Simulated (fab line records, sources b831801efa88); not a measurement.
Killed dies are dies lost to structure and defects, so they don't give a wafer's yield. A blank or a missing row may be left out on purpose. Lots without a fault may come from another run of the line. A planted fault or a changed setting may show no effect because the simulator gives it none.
Which tool did it? | flow gf180mcu | 13 lots, 37 wafers sampled, at 1 step of a route of 602

WHAT THE GAUGES READ, wafer by wafer
GF_V4_BOW_MEAS_05.
lot  | measured     | on            | V4_BOW (um)
L770 | day 23 09:20 | film_metro-01 | 144 143 139
L771 | day 23 14:27 | film_metro-02 | 128 129 136
L772 | day 23 21:08 | film_metro-02 | 141 143 129
L773 | day 24 11:52 | film_metro-04 | 125 129 131
L775 | day 25 02:02 | film_metro-02 | 137 128 144
L776 | day 25 11:02 | film_metro-04 | 145 130 136
L777 | day 25 17:04 | film_metro-02 | 135 120 127
L778 | day 26 07:20 | film_metro-04 | 125 138 133
L779 | day 26 14:32 | film_metro-01 | 147 140 141
L784 | day 28 05:23 | film_metro-01 | 150 132
L785 | day 28 09:43 | film_metro-01 | 145 134
L790 | day 29 17:08 | film_metro-04 | 148 155 157
L792 | day 30 06:29 | film_metro-02 | 128 123 127

WHICH TOOL RAN EACH LOT (tool, then ch and the chambers of the sampled wafers, then the start)
The record holds no process step before these readings.

WHAT THE TOOLS THEMSELVES READ (means of the sampled wafers that have a number; where no wafer has one, the mark that the record gives instead)
The record holds no such reading with a usual standard deviation.

THE ANSWER, worked out from the rows above alone
Rule: what is usual is taken from the lots themselves. Put in order of their means at a reading, lots are off if they are a third of the lots or fewer, leave a main group of 4 or more, and stand apart from it by a gap of 3 or more times the standard deviation of the main group's means; of several such gaps the widest counts. A main group whose means are all the same, to the digits that the tables above print for the reading, isn't used. A lot without any number at a reading at which 4 lots or more have one is off too. The other lots that the step has rows for count as sound. The gauges are gone through in route order, then the tools' own readings, and for those a lot's mean is taken as printed above. The first step at which some lot is off is used, and at that step the reading that is off furthest; a lot without a number counts as furthest.
No lot is off at any reading shown: from this, nothing can be told.

WHAT THE SIMULATOR HAD PUT IN
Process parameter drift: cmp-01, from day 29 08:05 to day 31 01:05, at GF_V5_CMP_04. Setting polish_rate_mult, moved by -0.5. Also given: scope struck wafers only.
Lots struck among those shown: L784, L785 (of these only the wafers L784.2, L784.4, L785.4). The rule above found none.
